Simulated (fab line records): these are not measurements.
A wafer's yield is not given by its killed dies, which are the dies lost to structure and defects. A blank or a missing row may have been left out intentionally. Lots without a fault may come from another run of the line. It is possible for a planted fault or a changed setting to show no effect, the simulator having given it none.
What tool caused it?    flow gf180mcu    Sampling: 13 lots, 39 wafers, 3 of 602 route steps

== WHAT THE GAUGES SHOWED, per wafer ==
GF_HV_LDD_TW_MEAS_38. Usual: HV_LDD_3_TW 1438, standard deviation 7.
lot   measured      on             HV_LDD_3_TW     flag
L661  day 11 11:47  film_metro-04  1443 1435 1444  
L663  day 12 09:56  film_metro-04  1437 1444 1429  
L664  day 12 10:41  film_metro-03  1430 1430 1427  
L665  day 12 17:40  film_metro-01  1444 1441 1449  
L666  day 13 08:44  film_metro-03  1439 1421 1432  
L667  day 13 14:17  film_metro-04  1435 1431 1435  
L669  day 14 20:50  film_metro-01  1453 1445 1449  
L670  day 14 23:47  film_metro-03  1441 1451 1451  
L679  day 18 05:38  film_metro-03  1442 1446 1441  
L680  day 18 11:02  film_metro-03  1439 1440 1441  
L682  day 18 18:41  film_metro-01  1428 1445 1427  
L681  day 18 20:21  film_metro-03  1441 1448 1446  
L683  day 19 12:16  film_metro-03  1442 1437 1439  

GF_CONTACT_THK_MEAS_01. Usual: CONTACT_CVD_00_THK 298 nm, standard deviation 3.1.
lot   measured      on             CONTACT_CVD_00_THK (nm)  flag
L661  day 15 00:32  film_metro-04  301 298 299              
L663  day 16 00:11  film_metro-03  294 293 296              
L664  day 16 02:39  film_metro-01  297 297 299              
L665  day 16 09:04  film_metro-01  293 295 296              
L666  day 17 01:05  film_metro-04  293 296 299              
L667  day 17 08:13  film_metro-04  301 298 297              
L669  day 18 17:07  film_metro-03  448 300 302              OFF
L670  day 18 22:36  film_metro-01  301 302 446              OFF
L679  day 22 09:44  film_metro-01  298 298 297              
L680  day 22 15:13  film_metro-03  300 302 304              
L682  day 22 22:19  film_metro-03  295 293 294              
L681  day 23 01:29  film_metro-04  301 295 304              
L683  day 23 15:27  film_metro-01  301 297 305              

== WHICH TOOL RAN EACH LOT (tool, then ch and the chambers of the sampled wafers, then the start) ==
lot   GF_CONTACT_CVD_00
L661  hdpcvd-01 ch 1,2, day 15 00:29
L663  hdpcvd-01 ch 0,1,2, day 16 00:08
L664  hdpcvd-01 ch 0,2, day 16 02:35
L665  hdpcvd-01 ch 0,1, day 16 09:02
L666  hdpcvd-01 ch 1,2, day 17 01:02
L667  hdpcvd-02 ch 0,2, day 17 08:09
L669  hdpcvd-01 ch 0,1, day 18 17:04
L670  hdpcvd-01 ch 0,1,2, day 18 22:32
L679  hdpcvd-02 ch 0,2, day 22 09:41
L680  hdpcvd-01 ch 0,1, day 22 15:08
L682  hdpcvd-01 ch 0,1, day 22 22:14
L681  hdpcvd-01 ch 0,1, day 23 01:25
L683  hdpcvd-01 ch 0,1, day 23 15:23
- GF_CONTACT_CVD_00: deposits SiO2, target thk 300 nm, time 50 s.

== WHAT THE TOOLS THEMSELVES READ (means of the sampled wafers that have a number; where no wafer has one, the mark that the record gives instead) ==
GF_CONTACT_CVD_00. Usual: sih4_flow_sccm 59.99 sccm, standard deviation 0.18.
lot   tool       sih4_flow_sccm (sccm)  flag
L661  hdpcvd-01  59.81                  
L663  hdpcvd-01  59.81                  
L664  hdpcvd-01  59.98                  
L665  hdpcvd-01  59.92                  
L666  hdpcvd-01  59.99                  
L667  hdpcvd-02  60.04                  
L669  hdpcvd-01  70.06                  OFF
L670  hdpcvd-01  69.97                  OFF
L679  hdpcvd-02  60.04                  
L680  hdpcvd-01  60.06                  
L682  hdpcvd-01  59.95                  
L681  hdpcvd-01  59.89                  
L683  hdpcvd-01  59.93                  

== THE ANSWER, worked out from the rows above alone ==
Rule: a lot counts as off when the mean over its wafers that have a number is more than 3 standard deviations away from the usual mean. A lot without any number at a reading at which 4 lots or more have one is off too. Where the step has rows for the other lots, those lots are counted as sound. Order of review: gauges by route order, followed by the tools' own readings, for which a lot's mean as printed above is used. At the first step where some lot is off, the reading lying furthest off is the one used; lots without a number count as furthest.
Off: L669, L670, at GF_CONTACT_THK_MEAS_01 (CONTACT_CVD_00_THK).
A tool fits if, at a process step before that reading, it ran every lot that is off, and no sound lot after the first of them. The gauges at GF_CONTACT_THK_MEAS_01 aren't tried: what is off there is off at GF_CONTACT_CVD_00 too, on other tools, and a gauge's error can't cause that. No candidate that was tried fits.

== WHAT THE SIMULATOR HAD PUT IN ==
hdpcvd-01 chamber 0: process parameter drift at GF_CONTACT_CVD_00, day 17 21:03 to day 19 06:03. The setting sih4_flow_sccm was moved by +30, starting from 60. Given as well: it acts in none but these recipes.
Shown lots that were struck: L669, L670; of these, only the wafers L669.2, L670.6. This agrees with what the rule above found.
